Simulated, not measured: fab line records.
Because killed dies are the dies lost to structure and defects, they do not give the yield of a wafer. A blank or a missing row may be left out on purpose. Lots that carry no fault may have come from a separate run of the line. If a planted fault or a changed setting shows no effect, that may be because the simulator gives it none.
Chamber matching / flow gf180mcu / pecvd-01 running GF_MIM_CVD_05: 3 sister chambers
The step deposits Si3N4, target thk 42 nm, time 29.086 s. 6 wafers are shown with their chamber, then 8 later ones without.

## EACH WAFER AND ITS CHAMBER
wafer=L088.4; chamber=0; heater-power-w (W)=617
wafer=L088.6; chamber=1; heater-power-w (W)=549
wafer=L089.1; chamber=2; heater-power-w (W)=611
wafer=L089.2; chamber=1; heater-power-w (W)=576
wafer=L089.3; chamber=0; heater-power-w (W)=649
wafer=L089.4; chamber=2; heater-power-w (W)=626

## WAFERS WHOSE CHAMBER IS MISSING
wafer=L089.5; heater-power-w (W)=665
wafer=L089.6; heater-power-w (W)=579
wafer=L090.1; heater-power-w (W)=780
wafer=L090.2; heater-power-w (W)=603
wafer=L090.3; heater-power-w (W)=563
wafer=L090.4; heater-power-w (W)=575
wafer=L090.5; heater-power-w (W)=602
wafer=L090.6; heater-power-w (W)=772

## WHICH CHAMBER EACH WENT THROUGH
wafer=L089.5; from the rows above=can't be placed: 0 or 2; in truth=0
wafer=L089.6; from the rows above=can't be placed: 1 or 2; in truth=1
wafer=L090.1; from the rows above=can't be placed: 0 or 2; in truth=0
wafer=L090.2; from the rows above=can't be placed: 2 or 0 or 1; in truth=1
wafer=L090.3; from the rows above=1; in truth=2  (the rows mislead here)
wafer=L090.4; from the rows above=can't be placed: 1 or 2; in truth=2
wafer=L090.5; from the rows above=can't be placed: 2 or 0 or 1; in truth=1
wafer=L090.6; from the rows above=can't be placed: 0 or 2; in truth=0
Placed correctly: 0 of 8. Can't be placed from these rows: 7 (the true chamber is among the candidates in 7). Placed wrongly: 1.
How it was worked out, from the rows above alone: a wafer's distance from a chamber is the root of the sum, over the readings, of the square of ((its reading less the chamber's mean) divided by the reading's scatter). The wafer belongs to the nearest chamber; if the next one is less than 2 further off, it can't be placed. For every chamber, the mean is computed from those of its wafers that are shown. The scatter: the root of (the sum of the squares of (reading less its chamber's mean) over the shown wafers, divided by (wafers less chambers)).
